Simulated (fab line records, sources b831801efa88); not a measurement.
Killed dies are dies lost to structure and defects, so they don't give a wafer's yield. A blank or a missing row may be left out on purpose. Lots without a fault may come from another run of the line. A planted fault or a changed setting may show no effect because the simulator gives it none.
fab line records | flow sky130
record lots=11 wafers=33 last_day=50
route steps=708 shown METAL2@500 VIA2@509 PAD_OPEN@708
lots that met no fault: from a run of the same line without faults
start_h: hours from the record's first day to the start of the lot's first wafer shown | wait_h: hours since the lot's step before | " the same as in the row above | L1.1+2: a row that stands for several wafers | - no value, or no start given | * or withheld: withheld | < > ~ a bound
route shown NAME@n: a module of which the file shows steps, and the number in the route of the first | usual: mean/standard deviation of fault-free wafers | same: alike in all rows | chamber/n: place in a boat | sites: the reading at each site | _std_site: their standard deviation | _edge_site: outer sites' mean less inner sites' | radius_mm: how far each site lies from the wafer's centre | mask NAME#n: copy n | behind: the tool/chamber that last shaped the wafer | hold: why the lot was held/for how many hours/how that ended | device: the transistor (n, p or np) that didn't switch | end of line: the same wafers' tests at the end of the route | a step without rows: its recipe alone | killed: dies lost to structure and defects at the first sort, not the wafer's yield | map: a wafer's dies, x killed, . not, _ none there
set.NAME: the setting as run; set.NAME@STEP: as run at that earlier step | model.NAME: the simulator's own value behind a step, which no gauge read
steps of the route over a sample of lots; a table a step, a row a wafer
services: from which hour (start_h, from the record's first day; less than 0 if before it) a tool's chamber was out of use, for how many hours, and why
## steps
# step SKY_METAL2_DESCUM_17
# recipe chemistry=O2 source_power_w=150 bias_power_w=0 pressure_mtorr=10 temp_c=40 time_s=8
# usual drypump_motor_current_A=5.7/0.44 oes_product_au=1.004/0.0097
# columns lot.wafer tool chamber start_h wait_h drypump_motor_current_A oes_product_au rf_hours_counter_h
L928.2 rie_metal-02 1 816.00 0.0 5.1 0.999 14
L928.4 " 0 " " 6.3 1.013 -
L928.5 " 1 " " 5.1 0.999 -
L929.1 rie_metal-02 1 825.50 0.0 5.1 1.003 15
L929.2 " 0 " " 6.2 1.016 5
L929.4 " 1 " " 5.1 1.002 -
L934.1 rie_metal-04 1 860.25 0.0 5.4 1.006 8
L934.3 " 0 " " 5.7 1.015 -
L934.4 " 1 " " 5.4 0.995 -
L938.1 rie_metal-04 1 903.33 0.0 5.4 0.999 10
L938.3 " 1 " " 5.4 1.014 -
L938.6 " 1 " " 5.3 1.008 -
L940.1 rie_metal-04 1 908.58 0.0 5.4 1.009 11
L940.2 " 0 " " 5.7 1.009 6
L940.4 " 0 " " 5.7 1.018 -
L939.1 rie_metal-01 1 909.30 0.0 5.5 0.984 8
L939.3 " 1 " " 5.5 0.995 -
L939.6 " 1 " " 5.5 1.000 -
L941.1 rie_metal-04 0 916.20 0.0 5.7 1.008 6
L941.2 " 1 " " 5.4 1.001 11
L941.3 " 0 " " 5.7 1.015 -
L942.3 rie_metal-02 0 921.07 0.0 6.3 1.012 -
L942.4 " 0 " " 6.2 1.020 -
L942.5 " 0 " " 6.2 1.024 -
L945.3 rie_metal-04 1 948.46 0.0 5.4 1.007 -
L945.5 " 0 " " 5.7 0.997 -
L945.6 " 1 " " 5.3 0.994 -
L947.2 rie_metal-04 0 961.75 0.0 5.7 0.999 9
L947.5 " 0 " " 5.7 1.002 -
L947.6 " 1 " " 5.4 0.989 -
L951.1 rie_metal-02 1 985.73 0.0 5.1 0.999 2
L951.4 " 1 " " 5.1 0.993 -
L951.6 " 1 " " 5.1 1.000 -
# step SKY_METAL2_ETCH_18
# recipe chemistry=N2/H2 target=BARC ion_energy_ev=200 bias_w=100 pressure_mtorr=30 n2_flow_sccm=100 h2_flow_sccm=200 icp_w=500 stop_on=SiO2 time_s=45.9 target_depth_a=600
# usual bias_w=100.02/0.29 drypump_motor_current_A=5.7/0.44 oes_product_au=0.855/0.0048 throttle_valve_pct=13.224/0.0095
# columns lot.wafer tool chamber start_h wait_h bias_w drypump_motor_current_A oes_product_au rf_hours_counter_h throttle_valve_pct
L928.2 rie_metal-02 1 816.03 0.0 99.73 5.2 0.858 14 13.211
L928.4 " 0 " " 99.85 6.2 0.853 - 13.219
L928.5 " 1 " " 99.80 5.1 0.854 - 13.218
L929.1 rie_metal-02 1 825.53 0.0 100.17 5.1 0.860 15 13.212
L929.2 " 0 " " 100.30 6.3 0.850 5 13.224
L929.4 " 1 " " 100.26 5.1 0.855 - 13.194
L934.1 rie_metal-04 1 860.28 0.0 99.61 5.4 0.850 8 13.217
L934.3 " 0 " " 99.89 5.7 0.856 - 13.207
L934.4 " 1 " " 99.47 5.4 0.855 - 13.227
L938.1 rie_metal-04 1 903.36 0.0 99.97 5.4 0.853 10 13.223
L938.3 " 1 " " 100.10 5.4 0.851 - 13.211
L938.6 " 1 " " 100.48 5.4 0.851 - 13.220
L940.1 rie_metal-04 1 908.61 0.0 99.89 5.4 0.857 11 13.208
L940.2 " 0 " " 99.79 5.7 0.858 6 13.242
L940.4 " 0 " " 100.05 5.7 0.856 - 13.225
L939.1 rie_metal-01 1 909.33 0.0 99.75 5.5 0.857 8 13.223
L939.3 " 1 " " 100.31 5.5 0.854 - 13.224
L939.6 " 1 " " 99.91 5.5 0.867 - 13.204
L941.1 rie_metal-04 0 916.23 0.0 100.06 5.7 0.854 7 13.231
L941.2 " 1 " " 99.78 5.4 0.856 11 13.228
L941.3 " 0 " " 100.25 5.7 0.858 - 13.238
L942.3 rie_metal-02 0 921.15 0.1 100.16 6.2 0.859 - 13.239
L942.4 " 0 " " 100.28 6.2 0.859 - 13.222
L942.5 " 0 " " 100.22 6.2 0.862 - 13.216
L945.3 rie_metal-04 1 948.50 0.0 100.02 5.4 0.847 - 13.230
L945.5 " 0 " " 99.69 5.7 0.854 - 13.227
L945.6 " 1 " " 99.81 5.4 0.858 - 13.237
L947.2 rie_metal-04 0 961.78 0.0 99.59 5.7 0.854 9 13.227
L947.5 " 0 " " 99.73 5.7 0.860 - 13.239
L947.6 " 1 " " 100.61 5.4 0.856 - 13.220
L951.1 rie_metal-02 1 985.76 0.0 100.35 5.1 0.859 2 13.240
L951.4 " 1 " " 100.32 5.2 0.851 - 13.226
L951.6 " 1 " " 100.28 5.2 0.858 - 13.225
# step SKY_VIA2_CMP_02
# recipe material=SiO2 down_force_psi=4 platen_rpm=60 pad_velocity_m_s=0.94248
# usual motor_current_A=12.1/1.2
# columns lot.wafer tool chamber start_h wait_h motor_current_A
L928.2 cmp-01 1 817.04 0.1 12.6
L928.4 " 2 " " 11.5
L928.5 " 0 " " 11.2
L929.4 cmp-01 1 826.46 0.0 12.8
L929.1 " 2 " " 10.9
L929.2 " 0 " " 11.0
L934.3 cmp-02 3 861.28 0.0 10.6
L934.1 " 1 " " 13.5
L934.4 " 2 " " 14.0
L938.3 cmp-02 0 904.36 0.0 13.0
L938.1 " 3 " " 11.9
L938.6 " 1 " " 13.7
L940.2 cmp-02 3 909.54 0.0 10.2
L940.4 " 1 " " 13.3
L940.1 " 2 " " 14.1
L939.1 cmp-01 1 910.59 0.3 12.3
L939.3 " 0 " " 11.1
L939.6 " 1 " " 12.4
L941.1 cmp-01 0 917.22 0.1 11.7
L941.3 " 1 " " 12.8
L941.2 " 2 " " 11.0
L942.3 cmp-01 2 922.25 0.1 11.6
L942.4 " 3 " " 11.8
L942.5 " 2 " " 11.2
L945.3 cmp-02 1 949.56 0.2 13.6
L945.5 " 2 " " 14.2
L945.6 " 3 " " 10.5
L947.2 cmp-02 1 962.71 0.0 13.4
L947.6 " 1 " " 14.0
L947.5 " 2 " " 14.1
L951.4 cmp-01 2 986.74 0.1 10.9
L951.1 " 0 " " 11.3
L951.6 " 1 " " 12.7
# step SKY_VIA2_EXPOSE_09
# recipe mask_id=VIM2 na=0.8 source_shape=annular sigma_inner=0.55 sigma_outer=0.85 target_cd_nm=200 dose_mj=38
# usual exposure_dose_mJ_cm2=38.0/0.32
# columns lot.wafer tool chamber start_h wait_h mask exposure_dose_mJ_cm2
L928.2 krf_scanner-01 0 829.36 - VIM2#0 37.9
L928.4 " 0 " " VIM2#0 37.8
L928.5 " 0 " " VIM2#0 37.9
L929.1 krf_scanner-02 0 840.91 - VIM2#0 37.9
L929.2 " 0 " " VIM2#0 37.9
L929.4 " 0 " " VIM2#0 38.0
L934.1 krf_scanner-02 0 875.52 - VIM2#0 38.0
L934.3 " 0 " " VIM2#0 38.0
L934.4 " 0 " " VIM2#0 38.0
L938.1 krf_scanner-02 0 917.17 - VIM2#0 37.9
L938.3 " 0 " " VIM2#0 37.9
L938.6 " 0 " " VIM2#0 37.9
L940.1 krf_scanner-02 0 922.44 - VIM2#0 37.9
L940.2 " 0 " " VIM2#0 37.9
L940.4 " 0 " " VIM2#0 37.9
L939.1 krf_scanner-02 0 923.59 - VIM2#0 37.9
L939.3 " 0 " " VIM2#0 37.9
L939.6 " 0 " " VIM2#0 37.9
L941.1 krf_scanner-01 0 930.23 - VIM2#0 37.8
L941.2 " 0 " " VIM2#0 37.9
L941.3 " 0 " " VIM2#0 37.9
L942.3 krf_scanner-02 0 934.65 - VIM2#0 37.9
L942.4 " 0 " " VIM2#0 37.9
L942.5 " 0 " " VIM2#0 37.9
L945.3 krf_scanner-02 0 962.70 - VIM2#0 37.9
L945.5 " 0 " " VIM2#0 37.9
L945.6 " 0 " " VIM2#0 37.9
L947.2 krf_scanner-01 0 974.61 - VIM2#0 38.8
L947.5 " 0 " " VIM2#0 38.9
L947.6 " 0 " " VIM2#0 38.9
L951.1 krf_scanner-01 0 998.34 - VIM2#0 38.9
L951.4 " 0 " " VIM2#0 38.8
L951.6 " 0 " " VIM2#0 38.9
# step SKY_VIA2_OVL_MEAS_13
# usual VIA2_OVL=2/5.2
# columns lot.wafer tool chamber start_h wait_h VIA2_OVL[nm]
L928.2 overlay-02 - 842.85 0.1 -4
L928.4 " - " " -7
L928.5 " - " " -6
L929.1 overlay-02 - 853.11 0.1 -3
L929.2 " - " " 0
L929.4 " - " " 0
L934.1 overlay-02 - 888.06 0.1 1
L934.3 " - " " 12
L934.4 " - " " 5
L938.1 overlay-02 - 929.54 0.1 -2
L938.3 " - " " 1
L938.6 " - " " 1
L940.1 overlay-01 - 933.99 0.1 31
L940.2 " - " " 30
L940.4 " - " " 30
L939.1 overlay-02 - 935.21 0.1 39
L939.3 " - " " 32
L939.6 " - " " 33
L941.1 overlay-01 - 941.96 0.1 9
L941.2 " - " " 10
L941.3 " - " " 11
L942.3 overlay-02 - 945.47 0.1 25
L942.4 " - " " 33
L942.5 " - " " 34
L945.3 overlay-01 - 973.72 0.1 23
L945.5 " - " " 25
L945.6 " - " " 26
L947.2 overlay-02 - 987.05 0.1 7
L947.5 " - " " 7
L947.6 " - " " 2
L951.1 overlay-02 - 1010.81 0.1 -2
L951.4 " - " " 2
L951.6 " - " " 3
# step SKY_PAD_OPEN_PROBE_99
# usual defect_limited_yield=82.1/2 killed_at_M0_to_M3=44/7.8 killed_at_M4_up=3.1/1.7 killed_at_contacts=25/5.1 killed_at_front_end=15/4.4 killed_at_other=0.5/0.68 killed_dies=88/9.9 killed_open=48/6.9 killed_short=39/6.5 sort_bin_3_pad_short=0.8/0.42 sort_bin_5_function=10.6/1.5 sort_bin_6_memory=6.5/1.2 sort_n_pass=404/9.9 sort_yield_pct=82.1/2
# same gross_dies=492 killed_at_back_side=0 sort_bin_4_leakage[%]=0 sort_bin_8_speed[%]=0
# columns lot.wafer tool chamber start_h wait_h defect_limited_yield[%] killed_at_M0_to_M3 killed_at_M4_up killed_at_contacts killed_at_front_end killed_at_other killed_dies killed_open killed_short sort_bin_3_pad_short[%] sort_bin_5_function[%] sort_bin_6_memory[%] sort_n_pass sort_yield_pct[%]
L929.1 prober-01 - 1081.11 0.1 82.5 44 2 31 9 0 86 51 35 0.6 10.6 6.3 406 82.5
L929.2 prober-01 - 1081.16 0.1 80.3 54 4 23 15 1 97 47 50 0.6 11.8 7.3 395 80.3
L929.4 prober-01 - 1081.26 0.2 80.7 40 5 33 16 1 95 39 56 1.0 11.8 6.5 397 80.7
L938.1 prober-02 - 1142.32 0.1 83.5 42 3 24 12 0 81 44 37 1.0 7.9 7.5 411 83.5
L938.3 prober-02 - 1142.42 0.2 85.0 28 3 26 17 0 74 36 38 0.2 9.1 5.7 418 85.0
L938.6 prober-02 - 1142.57 0.2 83.1 39 2 26 15 1 83 45 37 0.4 9.8 6.7 409 83.1
L940.1 prober-01 - 1144.02 0.1 83.1 44 3 20 16 0 83 41 41 1.6 8.5 6.7 409 83.1
L940.2 prober-01 - 1144.07 0.1 85.4 43 1 12 16 0 72 36 36 1.0 8.9 4.7 420 85.4
L940.4 prober-01 - 1144.17 0.2 80.5 54 1 27 14 0 96 40 54 1.0 10.6 7.9 396 80.5
L939.1 prober-02 - 1145.52 0.1 80.9 47 4 20 22 1 94 44 50 0.8 9.3 8.9 398 80.9
L939.3 prober-02 - 1145.62 0.2 85.0 36 3 21 13 1 74 40 33 0.2 9.6 5.3 418 85.0
L939.6 prober-02 - 1145.77 0.2 86.6 32 2 19 13 0 66 36 30 0.6 9.3 3.5 426 86.6
L941.1 prober-01 - 1148.92 0.1 81.3 50 2 23 17 0 92 52 37 0.8 12.0 5.9 400 81.3
L941.2 prober-01 - 1148.97 0.1 77.0 50 5 35 23 0 113 65 48 1.4 13.4 8.1 379 77.0
L941.3 prober-01 - 1149.02 0.2 82.3 45 1 18 23 0 87 42 45 0.6 7.9 9.1 405 82.3
L942.3 prober-02 - 1151.66 0.2 84.1 47 2 15 14 0 78 46 31 0.2 11.0 4.7 414 84.1
L942.4 prober-02 - 1151.71 0.2 79.3 47 4 30 21 0 102 53 48 1.4 11.8 7.5 390 79.3
L942.5 prober-02 - 1151.76 0.2 83.7 40 4 22 14 0 80 44 36 1.2 8.9 6.1 412 83.7
# killed by level:class
L929.1 VIA1:geometric_particle:open=16 CONTACT:geometric_particle:open=9 LI_CONTACT:geometric_particle:open=8 CONTACT:geometric_particle:short=7 VIA3:geometric_particle:open=7 VIA1:geometric_particle:short=5 LOCAL_INTERCONNECT:geometric_particle:short=4 VIA2:geometric_particle:open=4
L929.2 METAL1:geometric_particle:short=13 VIA3:geometric_particle:open=10 CONTACT:geometric_particle:open=9 VIA1:geometric_particle:open=9 LI_CONTACT:geometric_particle:open=5 VIA1:geometric_particle:short=5 POLY_GATE:geometric_particle:open=4 LOCAL_INTERCONNECT:geometric_particle:short=4
L929.4 CONTACT:geometric_particle:open=11 CONTACT:geometric_particle:short=9 METAL2:geometric_particle:short=9 FIELD_ISO:geometric_particle:short=7 VIA1:geometric_particle:open=7 LOCAL_INTERCONNECT:geometric_particle:short=5 LI_CONTACT:geometric_particle:open=4 VIA1:geometric_particle:short=4
L938.1 CONTACT:geometric_particle:open=10 VIA2:geometric_particle:open=10 LI_CONTACT:geometric_particle:open=8 VIA3:geometric_particle:open=7 METAL1:geometric_particle:short=6 FIELD_ISO:geometric_particle:short=4 METAL3:geometric_particle:short=4 FIELD_ISO:geometric_particle:open=3
L938.3 CONTACT:geometric_particle:open=10 LOCAL_INTERCONNECT:geometric_particle:short=6 VIA1:geometric_particle:open=6 VIA3:geometric_particle:open=6 VIA1:geometric_particle:short=5 FIELD_ISO:geometric_particle:open=4 FIELD_ISO:geometric_particle:short=4 LI_CONTACT:geometric_particle:open=4
L938.6 LI_CONTACT:geometric_particle:open=11 VIA1:geometric_particle:open=9 CONTACT:geometric_particle:open=8 VIA2:geometric_particle:open=6 FIELD_ISO:geometric_particle:short=5 VIA1:geometric_particle:short=5 METAL1:geometric_particle:short=5 METAL3:geometric_particle:short=5
L940.1 VIA2:geometric_particle:open=9 VIA1:geometric_particle:open=9 CONTACT:geometric_particle:open=7 POLY_GATE:geometric_particle:short=6 METAL1:geometric_particle:short=6 FIELD_ISO:geometric_particle:open=4 FIELD_ISO:geometric_particle:short=4 LOCAL_INTERCONNECT:geometric_particle:short=4
L940.2 VIA3:geometric_particle:short=7 LI_CONTACT:geometric_particle:open=6 VIA1:geometric_particle:open=6 METAL1:geometric_particle:short=6 VIA3:geometric_particle:open=5 VIA2:geometric_particle:open=5 FIELD_ISO:geometric_particle:short=4 POLY_GATE:geometric_particle:open=4
L940.4 VIA1:geometric_particle:open=11 LOCAL_INTERCONNECT:geometric_particle:short=9 CONTACT:geometric_particle:short=9 VIA2:geometric_particle:open=8 METAL2:geometric_particle:short=7 VIA3:geometric_particle:open=7 METAL1:geometric_particle:short=7 VIA1:geometric_particle:short=6
L939.1 FIELD_ISO:geometric_particle:short=11 METAL2:geometric_particle:short=7 LI_CONTACT:geometric_particle:open=6 METAL1:geometric_particle:short=6 LI_CONTACT:geometric_particle:short=5 VIA1:geometric_particle:short=5 VIA1:geometric_particle:open=5 VIA3:geometric_particle:open=5
L939.3 VIA1:geometric_particle:open=12 LI_CONTACT:geometric_particle:open=7 CONTACT:geometric_particle:open=7 POLY_GATE:geometric_particle:short=5 VIA1:geometric_particle:short=5 METAL2:geometric_particle:short=5 LOCAL_INTERCONNECT:geometric_particle:short=4 VIA2:geometric_particle:open=4
L939.6 CONTACT:geometric_particle:open=9 CONTACT:geometric_particle:short=6 METAL1:geometric_particle:short=6 VIA1:geometric_particle:open=5 VIA2:geometric_particle:open=4 VIA1:geometric_particle:short=4 VIA3:geometric_particle:open=4 FIELD_ISO:geometric_particle:open=3
L941.1 VIA1:geometric_particle:open=12 VIA3:geometric_particle:open=10 VIA2:geometric_particle:open=10 VIA1:geometric_particle:short=7 CONTACT:geometric_particle:open=6 FIELD_ISO:geometric_particle:short=5 LI_CONTACT:geometric_particle:short=5 METAL2:geometric_particle:short=5
L941.2 CONTACT:geometric_particle:open=15 VIA1:geometric_particle:open=12 VIA2:geometric_particle:open=9 CONTACT:geometric_particle:short=9 VIA1:geometric_particle:short=9 FIELD_ISO:geometric_particle:open=8 FIELD_ISO:geometric_particle:short=7 LI_CONTACT:geometric_particle:open=7
L941.3 VIA1:geometric_particle:open=12 METAL2:geometric_particle:short=8 LI_CONTACT:geometric_particle:open=7 METAL1:geometric_particle:short=7 VIA2:geometric_particle:open=7 FIELD_ISO:geometric_particle:short=6 POLY_GATE:geometric_particle:short=6 CONTACT:geometric_particle:open=6
L942.3 VIA1:geometric_particle:open=12 CONTACT:geometric_particle:open=6 VIA2:geometric_particle:open=6 VIA3:geometric_particle:open=5 FIELD_ISO:geometric_particle:open=4 CONTACT:geometric_particle:short=4 METAL1:geometric_particle:short=4 VIA1:geometric_particle:short=4
L942.4 CONTACT:geometric_particle:open=14 METAL1:geometric_particle:short=11 VIA1:geometric_particle:short=8 VIA3:geometric_particle:open=8 VIA2:geometric_particle:open=7 VIA1:geometric_particle:open=7 CONTACT:geometric_particle:short=6 FIELD_ISO:geometric_particle:short=5
L942.5 VIA3:geometric_particle:open=11 CONTACT:geometric_particle:open=9 VIA1:geometric_particle:open=8 FIELD_ISO:geometric_particle:open=5 LOCAL_INTERCONNECT:geometric_particle:short=5 FIELD_ISO:geometric_particle:short=4 METAL1:geometric_particle:short=4 VIA1:geometric_particle:short=4
## services
# columns tool chamber start_h hours kind
krf_scanner-02 - 803.70 0.9 repair
cmp-02 - 809.20 2.6 repair
krf_scanner-02 - 809.98 6.6 repair
krf_scanner-02 - 814.42 6.3 repair
cmp-01 - 817.86 3.6 repair
krf_scanner-01 - 821.77 4.4 pm
krf_scanner-01 - 834.05 3.0 pm
cmp-02 - 838.10 2.8 repair
krf_scanner-01 - 841.41 0.8 pm
krf_scanner-02 - 870.42 4.4 pm
cmp-01 - 877.87 1.8 repair
krf_scanner-02 - 897.63 1.0 pm
krf_scanner-02 - 901.35 0.8 pm
cmp-01 - 902.11 4.2 pm
cmp-01 - 908.95 1.6 repair
cmp-02 - 912.00 4.0 pm
cmp-01 - 926.83 20.7 pm
krf_scanner-02 - 930.02 4.0 pm
krf_scanner-02 - 939.95 1.3 pm
krf_scanner-02 - 943.17 3.6 pm
cmp-02 - 953.28 0.9 repair
krf_scanner-02 - 954.17 4.1 repair
cmp-02 - 984.13 2.3 repair
cmp-02 - 995.68 3.3 repair
## key
first_sign step=SKY_VIA2_OVL_MEAS_13 reading=VIA2_OVL direction=up sigmas=5.4 usual=2 struck=30
effect none on later readings
met_at SKY_VIA2_EXPOSE_09
struck_lots L939,L940,L942,L945
not_acting_at SKY_METAL2_DESCUM_17,SKY_METAL2_ETCH_18,SKY_VIA2_CMP_02
onset_between 917.17 922.44
fault kind=scanner_matching_overlay tool=krf_scanner-02 chamber=- onset_h=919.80 steps=SKY_VIA2_EXPOSE_09 offset=33.332
